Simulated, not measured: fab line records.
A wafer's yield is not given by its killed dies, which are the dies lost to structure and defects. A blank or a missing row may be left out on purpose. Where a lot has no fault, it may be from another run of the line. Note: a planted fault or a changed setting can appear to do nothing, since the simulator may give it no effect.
Which tool did it? ; flow gf180mcu ; 11 lots, 33 wafers sampled, at 5 steps of a route of 602

WHAT THE GAUGES SHOWED, per wafer
GF_NSD_CD_MEAS_07: the cd target is 400 nm. Usual: cdNm reads 400.3 nm (standard deviation 1.9).
lot;measured;on;cdNm (nm);flag
L951;day 13 11:18;cdSem-01;399.8 398.4 400.1;
L952;day 13 16:19;cdSem-02;401.0 402.0 401.4;
L953;day 13 23:10;cdSem-02;402.5 401.2 401.9;
L956;day 15 01:10;cdSem-02;401.8 399.5 402.3;
L958;day 15 15:48;cdSem-01;- - -;OFF
L964;day 17 20:00;cdSem-01;402.1 404.4 402.5;
L965;day 18 01:16;cdSem-02;400.0 400.7 399.5;
L968;day 19 08:12;cdSem-02;399.4 400.4 398.7;
L970;day 20 00:15;cdSem-02;400.3 400.3 399.8;
L971;day 20 05:34;cdSem-01;401.4 400.7 399.4;
L974;day 21 09:48;cdSem-01;401.2 401.8 402.4;

GF_NSD_TW_MEAS_12. Usual: NSD_TW typically reads 4242, with standard deviation 38.
lot;measured;on;NSD_TW;flag
L951;day 13 11:52;filmMetro-02;4269 4274 4263;
L952;day 13 16:53;filmMetro-03;4196 4195 4186;
L953;day 13 23:43;filmMetro-03;4197 4209 4196;
L956;day 15 01:43;filmMetro-04;4255 4237 4262;
L958;day 15 16:22;filmMetro-04;30 30 30;OFF
L964;day 17 20:34;filmMetro-04;4250 4277 4268;
L965;day 18 01:50;filmMetro-04;4315 4281 4313;
L968;day 19 08:46;filmMetro-03;4195 4221 4214;
L970;day 20 00:48;filmMetro-04;4233 4228 4230;
L971;day 20 06:08;filmMetro-02;4261 4235 4258;
L974;day 21 10:21;filmMetro-03;4203 4221 4177;

TOOL THAT RAN EACH LOT (tool first, then ch and the chambers of the sampled wafers, then the start)
lot;GF_HV_LDD_STRIP_22;GF_HV_LDD_STRIP_37;GF_NSD_EXPOSE_04
L951;plasmaAsher-01 ch 0,1, day 10 22:38;plasmaAsher-02 ch 0,1, day 11 17:31;ilineStepper-01 ch 0, day 13 01:48
L952;plasmaAsher-02 ch 0,1, day 11 03:21;plasmaAsher-03 ch 0,1, day 11 22:00;ilineStepper-01 ch 0, day 13 06:10
L953;plasmaAsher-03 ch 0,1, day 11 09:12;plasmaAsher-03 ch 0,1, day 12 04:42;ilineStepper-02 ch 0, day 13 13:17
L956;plasmaAsher-01 ch 0,1, day 12 09:29;plasmaAsher-02 ch 0,1, day 13 05:00;ilineStepper-02 ch 0, day 14 14:49
L958;plasmaAsher-01 ch 0,1, day 12 21:43;plasmaAsher-02 ch 0,1, day 13 18:34;ilineStepper-02 ch 0, day 15 04:58
L964;plasmaAsher-01 ch 0,1, day 14 19:48;plasmaAsher-02 ch 0,1, day 15 17:51;ilineStepper-02 ch 0, day 17 08:40
L965;plasmaAsher-03 ch 0,1, day 15 02:26;plasmaAsher-03 ch 0,1, day 16 00:54;ilineStepper-02 ch 0, day 17 13:55
L968;plasmaAsher-01 ch 0,1, day 16 06:34;plasmaAsher-03 ch 0,1, day 17 05:39;ilineStepper-01 ch 0, day 18 20:45
L970;plasmaAsher-03 ch 0,1, day 16 21:00;plasmaAsher-01 ch 0,1, day 17 20:32;ilineStepper-01 ch 0, day 19 12:12
L971;plasmaAsher-03 ch 0,1, day 17 01:50;plasmaAsher-01 ch 0,1, day 18 01:44;ilineStepper-02 ch 0, day 19 17:35
L974;plasmaAsher-02 ch 0,1, day 18 05:47;plasmaAsher-01 ch 0,1, day 19 05:59;ilineStepper-02 ch 0, day 20 22:03
- GF_HV_LDD_STRIP_22: strips in O2/N2.
- GF_HV_LDD_STRIP_37: strips in O2/N2.
- GF_NSD_EXPOSE_04: exposes mask Nplus, target cd 400 nm.

WHAT THE TOOLS THEMSELVES READ (means of the sampled wafers that have a number; where no wafer has one, the mark that the record gives instead)
GF_HV_LDD_STRIP_22. Usual: drypumpMotorCurrentA 5.9 A, standard deviation 0.74; heaterPowerW 327 W, standard deviation 46; o2FlowSccm 2999 sccm, standard deviation 7.9; oesProductAu 0.716 a.u., standard deviation 0.0047; stripTimeToEndpointS 12.63 s, standard deviation 0.031.
lot;tool;drypumpMotorCurrentA (A);heaterPowerW (W);o2FlowSccm (sccm);oesProductAu (a.u.);stripTimeToEndpointS (s);flag
L951;plasmaAsher-01;6.3;342;3002;0.714;12.59;
L952;plasmaAsher-02;5.8;333;3003;0.717;12.65;
L953;plasmaAsher-03;4.8;347;2994;0.720;12.62;
L956;plasmaAsher-01;6.5;308;2998;0.714;12.68;
L958;plasmaAsher-01;6.3;340;3004;0.713;12.63;
L964;plasmaAsher-01;6.5;308;2997;0.715;12.62;
L965;plasmaAsher-03;4.9;330;2999;0.717;12.64;
L968;plasmaAsher-01;6.3;348;2997;0.716;12.66;
L970;plasmaAsher-03;5.0;311;3007;0.716;12.59;
L971;plasmaAsher-03;5.0;308;2998;0.709;12.65;
L974;plasmaAsher-02;6.3;338;2993;0.716;12.64;

GF_HV_LDD_STRIP_37. Usual: drypumpMotorCurrentA 5.8 A, standard deviation 0.78; heaterPowerW 328 W, standard deviation 39; o2FlowSccm 3001 sccm, standard deviation 8.7; oesProductAu 0.717 a.u., standard deviation 0.0048; stripTimeToEndpointS 12.63 s, standard deviation 0.032.
lot;tool;drypumpMotorCurrentA (A);heaterPowerW (W);o2FlowSccm (sccm);oesProductAu (a.u.);stripTimeToEndpointS (s);flag
L951;plasmaAsher-02;5.9;340;3002;0.718;12.66;
L952;plasmaAsher-03;4.8;337;2996;0.715;12.60;
L953;plasmaAsher-03;4.8;336;3007;0.720;12.66;
L956;plasmaAsher-02;5.9;338;2996;0.721;12.60;
L958;plasmaAsher-02;5.9;330;2992;0.717;12.60;
L964;plasmaAsher-02;6.3;332;2998;0.712;12.66;
L965;plasmaAsher-03;4.8;336;3006;0.717;12.69;
L968;plasmaAsher-03;5.0;309;3008;0.716;12.60;
L970;plasmaAsher-01;6.4;344;2999;0.716;12.66;
L971;plasmaAsher-01;6.3;346;3006;0.712;12.61;
L974;plasmaAsher-01;6.3;344;3000;0.717;12.66;

GF_NSD_EXPOSE_04. Usual: stageVelMmS 500.06 mm/s, standard deviation 0.27.
lot;tool;stageVelMmS (mm/s);flag
L951;ilineStepper-01;500.04;
L952;ilineStepper-01;500.02;
L953;ilineStepper-02;500.07;
L956;ilineStepper-02;500.30;
L958;ilineStepper-02;500.02;
L964;ilineStepper-02;500.08;
L965;ilineStepper-02;499.60;
L968;ilineStepper-01;499.86;
L970;ilineStepper-01;500.19;
L971;ilineStepper-02;500.10;
L974;ilineStepper-02;499.87;

THE ANSWER, worked out from the rows above alone
Rule: take the mean of a lot's wafers that have a number; if it is more than 3 standard deviations from the usual mean, the lot is off. A lot without any number at a reading at which 4 lots or more have one is off too. Where the step has rows for the other lots, those lots are counted as sound. First the gauges in route order, then the tools' own readings, where a lot's mean is used as printed above. The first step at which some lot is off is used, and at that step the reading that is off furthest; a lot without a number counts as furthest.
Off, at GF_NSD_CD_MEAS_07 on cdNm: L958. Without a number there: L958.
If a tool, at a process step before that reading, ran all the lots that are off and no sound lot after the first of them, it fits. The gauges at GF_NSD_CD_MEAS_07 aren't tried: what is off there is off at GF_NSD_TW_MEAS_12 too, on other tools, and a gauge's error can't cause that. Of those tried, none fits.

WHAT WAS PUT IN BY THE SIMULATOR
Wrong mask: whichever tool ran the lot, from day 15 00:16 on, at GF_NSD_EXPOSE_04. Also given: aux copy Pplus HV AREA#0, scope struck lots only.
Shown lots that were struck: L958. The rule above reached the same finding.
